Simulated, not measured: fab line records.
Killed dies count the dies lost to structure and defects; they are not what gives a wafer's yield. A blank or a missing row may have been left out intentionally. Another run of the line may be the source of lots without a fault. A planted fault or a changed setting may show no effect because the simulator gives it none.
Chamber matching ; flow gf180mcu ; 4 sister chambers for GF_V5_CMP_26 on cmp-02
The step polishes, stops on SiO2, t overpolish 15 s, target thk 0 nm. 30 wafers are shown with their chamber, then 12 later ones without.

## EACH WAFER AND ITS CHAMBER
wafer;chamber;motorCurrentA (A);timeToEndpointS (s);overpolishRunS (s)
L074.1;1;10.9;82;15.000
L074.5;0;10.4;81;14.995
L074.6;1;10.5;84;14.990
L076.1;2;12.7;84;15.002
L076.2;0;10.7;80;15.001
L076.5;3;10.1;88;15.013
L079.2;0;10.8;80;14.999
L079.3;1;10.1;80;15.010
L079.4;3;9.8;89;14.992
L080.2;2;11.9;82;15.002
L080.3;3;9.3;83;15.009
L080.5;1;10.7;81;14.966
L081.3;1;11.1;82;14.979
L081.4;0;10.7;78;14.983
L081.6;3;9.8;86;15.001
L082.2;3;9.4;84;15.004
L082.3;2;11.0;85;15.009
L082.4;1;11.0;83;15.000
L083.1;1;10.6;80;15.014
L083.2;0;10.5;79;15.012
L083.6;1;10.8;82;15.001
L085.1;0;10.5;82;14.998
L085.3;3;9.8;84;15.003
L085.6;2;11.7;86;15.003
L087.1;3;9.5;87;15.008
L087.3;0;10.8;80;15.002
L087.6;0;10.9;82;14.996
L088.3;2;11.6;81;15.013
L088.5;1;11.1;79;15.002
L088.6;0;10.6;80;15.009

SIGNATURES, as means of the wafers listed above
reading;chamber 0;chamber 1;chamber 2;chamber 3;scatter within a chamber
motorCurrentA;10.656;10.756;11.780;9.671;0.342
timeToEndpointS;80.22;81.44;83.60;85.86;1.77
overpolishRunS;14.99944;14.99578;15.00580;15.00429;0.0103
Rule: a wafer's distance from a chamber is the root of the sum, over the readings, of the square of ((its reading less the chamber's mean) divided by the reading's scatter). If the next closest chamber is less than 2 further off than the closest, the wafer can't be placed; otherwise it belongs to the closest. The scatter: the root of (the sum of the squares of (reading less its chamber's mean) over the shown wafers, divided by (wafers less chambers)).

## WAFERS WITHOUT THEIR CHAMBER
wafer;motorCurrentA (A);timeToEndpointS (s);overpolishRunS (s)
L091.1;11.1;76;15.013
L091.2;9.3;84;14.999
L091.3;10.9;79;15.010
L092.2;12.3;82;14.999
L092.3;10.6;82;14.995
L092.6;11.9;84;15.000
L095.1;10.7;86;14.984
L095.3;9.9;89;14.995
L095.5;11.8;87;15.003
L096.2;10.2;90;14.999
L096.3;10.4;84;15.008
L096.6;11.8;87;14.997

## THE CHAMBER EACH PASSED THROUGH
wafer;from the rows above;in truth
L091.1;can't be placed: 0 or 1 or 2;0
L091.2;3;3
L091.3;can't be placed: 0 or 1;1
L092.2;2;2
L092.3;can't be placed: 1 or 0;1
L092.6;2;2
L095.1;can't be placed: 1 or 0 or 3 or 2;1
L095.3;3;3
L095.5;2;2
L096.2;3;3
L096.3;can't be placed: 1 or 3 or 0 or 2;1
L096.6;2;2
Correctly placed: 7 of 12. From these rows, 5 cannot be placed; in 5 the true chamber is one of the candidates. Wrongly placed: 0.
